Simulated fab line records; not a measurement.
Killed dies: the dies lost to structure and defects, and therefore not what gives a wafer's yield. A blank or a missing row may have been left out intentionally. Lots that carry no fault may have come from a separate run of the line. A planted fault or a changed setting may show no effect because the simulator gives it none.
Which tool was responsible? / flow sky130 / 21 wafers from 7 lots sampled at 4 of the route's 708 steps

== WHAT EACH GAUGE READ, for each wafer ==
SKY_SD_N_OVL_MEAS_08.
lot=L778; measured=day 28 21:58; on=overlay-02; SD_N_OVL (nm)=0.7 0.3 0.5
lot=L781; measured=day 29 15:20; on=overlay-01; SD_N_OVL (nm)=-1.4 -1.6 -2.4
lot=L783; measured=day 30 04:47; on=overlay-01; SD_N_OVL (nm)=0.0 -0.7 -1.8
lot=L785; measured=day 31 05:08; on=overlay-02; SD_N_OVL (nm)=1.2 0.7 -0.6
lot=L790; measured=day 32 14:08; on=overlay-01; SD_N_OVL (nm)=0.1 -1.2 0.0
lot=L797; measured=day 34 12:23; on=overlay-02; SD_N_OVL (nm)=0.0 0.0 0.1
lot=L799; measured=day 35 01:03; on=overlay-01; SD_N_OVL (nm)=0.8 -0.1 -0.6

== EACH LOT AND THE TOOL THAT RAN IT (in order: tool; ch and the chambers of the sampled wafers; start) ==
lot=L778; SKY_LDD_LDN_STRIP_12=plasma_asher-02 ch 0,1, day 23 22:14; SKY_POLY_CUT_STRIP_12=plasma_asher-02 ch 0,1, day 25 06:12; SKY_SD_N_PEB_05=litho_track-03 ch 0, day 28 21:30
lot=L781; SKY_LDD_LDN_STRIP_12=plasma_asher-02 ch 0,1, day 24 17:36; SKY_POLY_CUT_STRIP_12=plasma_asher-02 ch 0,1, day 26 01:00; SKY_SD_N_PEB_05=litho_track-02 ch 0, day 29 14:55
lot=L783; SKY_LDD_LDN_STRIP_12=plasma_asher-03 ch 0,1, day 25 07:02; SKY_POLY_CUT_STRIP_12=plasma_asher-04 ch 0,1, day 26 14:10; SKY_SD_N_PEB_05=litho_track-04 ch 0, day 30 04:22
lot=L785; SKY_LDD_LDN_STRIP_12=plasma_asher-03 ch 0,1, day 26 09:57; SKY_POLY_CUT_STRIP_12=plasma_asher-04 ch 0,1, day 27 16:42; SKY_SD_N_PEB_05=litho_track-04 ch 0, day 31 04:44
lot=L790; SKY_LDD_LDN_STRIP_12=plasma_asher-03 ch 1, day 27 21:03; SKY_POLY_CUT_STRIP_12=plasma_asher-02 ch 0,1, day 29 03:21; SKY_SD_N_PEB_05=litho_track-03, day 32 13:44
lot=L797; SKY_LDD_LDN_STRIP_12=plasma_asher-02 ch 0,1, day 29 22:35; SKY_POLY_CUT_STRIP_12=plasma_asher-01 ch 0,1, day 31 04:04; SKY_SD_N_PEB_05=litho_track-02 ch 0, day 34 11:58
lot=L799; SKY_LDD_LDN_STRIP_12=plasma_asher-03 ch 0,1, day 30 11:16; SKY_POLY_CUT_STRIP_12=plasma_asher-01 ch 0,1, day 31 17:17; SKY_SD_N_PEB_05=litho_track-04 ch 0, day 35 00:40
- SKY_LDD_LDN_STRIP_12: strips in O2/N2.
- SKY_POLY_CUT_STRIP_12: strips in O2/N2.
- SKY_SD_N_PEB_05

== THE ANSWER, worked out from the rows above alone ==
Rule: the usual values come from the lots themselves. Put in order of their means at a reading, lots are off if they are a third of the lots or fewer, leave a main group of 4 or more, and stand apart from it by a gap of 3 or more times the standard deviation of the main group's means; of several such gaps the widest counts. Not used: any main group whose means are identical at the precision the tables above print for the reading. A lot without any number at a reading at which 4 lots or more have one is off too. The other lots that the step has rows for count as sound.
No lot is off at any reading shown: from this, nothing can be told.

== WHAT THE SIMULATOR HAD INSERTED ==
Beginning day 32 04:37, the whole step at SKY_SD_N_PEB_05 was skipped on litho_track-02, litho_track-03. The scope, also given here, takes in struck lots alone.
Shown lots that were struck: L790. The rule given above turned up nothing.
